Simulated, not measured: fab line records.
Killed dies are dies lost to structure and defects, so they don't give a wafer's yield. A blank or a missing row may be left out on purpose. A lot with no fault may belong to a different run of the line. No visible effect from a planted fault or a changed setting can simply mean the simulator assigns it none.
Problem report in the 8D (eight disciplines) form, filled by code | flow sfqLine | the parts of the form that need people (team, actions taken, sign-off) are left out

## 1. WHAT IS WRONG
At SFQ_TRILAYER_I4_VIA_LITHO_PEB_106, heaterPowerTotalW averages 82.26 W over 3 wafers from 3 lots, while fault-free wafers read 79.16 W, standard deviation 0.073. That is +43 standard deviations from the usual mean.
The step: peb time 60 s.
Seen first at day 52 03:37 on lithoTrack-04, wafer L439.3. At this step, 18 wafers from 7 lots have a number in the record. Rule for "out", or "out of limits": more than 4 standard deviations from the usual mean. The other wafers with a number count as sound.

## 2. WHAT THIS IS AND IS NOT
question                    | is                     | is not
which readings at this step | heaterPowerTotalW      | -
which lots                  | L439, L441, L442       | L432, L447, L451, L452
which wafers of those lots  | L439.3, L441.5, L442.5 | L439.6, L441.2, L442.6
read on which tools         | lithoTrack-04          | lithoTrack-02, lithoTrack-03
when                        | from day 52 03:37      | up to then (4 sound wafers); but 11 sound wafers of L441, L442, L447, L451, L452 came after

## 3. WHAT RULES OUT EACH SUSPECT
Counting: a tool at a process step up to the reading stays a suspect if it ran every lot that is out. Sound lots after the first of them don't rule it out here, since some wafers of a struck lot are sound.
- pecvd-03 at SFQ_TRILAYER_I4_DEP_PECVD_099 (deposits SiO2 from SiH4/N2O, time 111.11 s, target thk 500 nm): kept. It ran every lot that is out, first L439 (day 46 07:33).
- lithoTrack-04 at SFQ_TRILAYER_I4_VIA_LITHO_PEB_106 (peb time 60 s): kept. It ran every lot that is out, first L439 (day 52 03:37). Its own heaterPowerTotalW readings are out on those wafers.
Remaining after the count are pecvd-03 at SFQ_TRILAYER_I4_DEP_PECVD_099 and lithoTrack-04 at SFQ_TRILAYER_I4_VIA_LITHO_PEB_106.

## 4. THE CAUSE (what the simulator had put in)
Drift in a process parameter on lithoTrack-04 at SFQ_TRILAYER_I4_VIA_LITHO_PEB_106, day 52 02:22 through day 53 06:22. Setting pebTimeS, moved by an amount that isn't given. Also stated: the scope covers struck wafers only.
This tool is one of the 2 suspects left after counting.

## 5. THE EFFECT CHAIN, in route order
Each row: a reading whose mean over the struck wafers that have a number lies more than 3 standard deviations from the usual. Only readings whose record carries a usual standard deviation are examined. hours: median over the lots of the time between each lot's start at the first step of this table that gives one and its start at this step. sigmas: the change, counted in usual standard deviations.
hours | step                              | reading           | usual   | on struck wafers | change | sigmas
0     | SFQ_TRILAYER_I4_VIA_LITHO_PEB_106 | heaterPowerTotalW | 79.16 W | 82.26            | +3.10  | +43
The process steps in it:
- SFQ_TRILAYER_I4_VIA_LITHO_PEB_106: peb time 60 s.
Later steps that measure or inspect, where all struck wafers having a row at the step show a number for every such reading and not one has moved that far: SFQ_I4_OVL_MEAS_928.

## 6. HOW IT WOULD HAVE BEEN CAUGHT EARLIER
In this record the first reading out of limits was taken at day 52 03:37, 1 hour after the fault began at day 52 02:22.
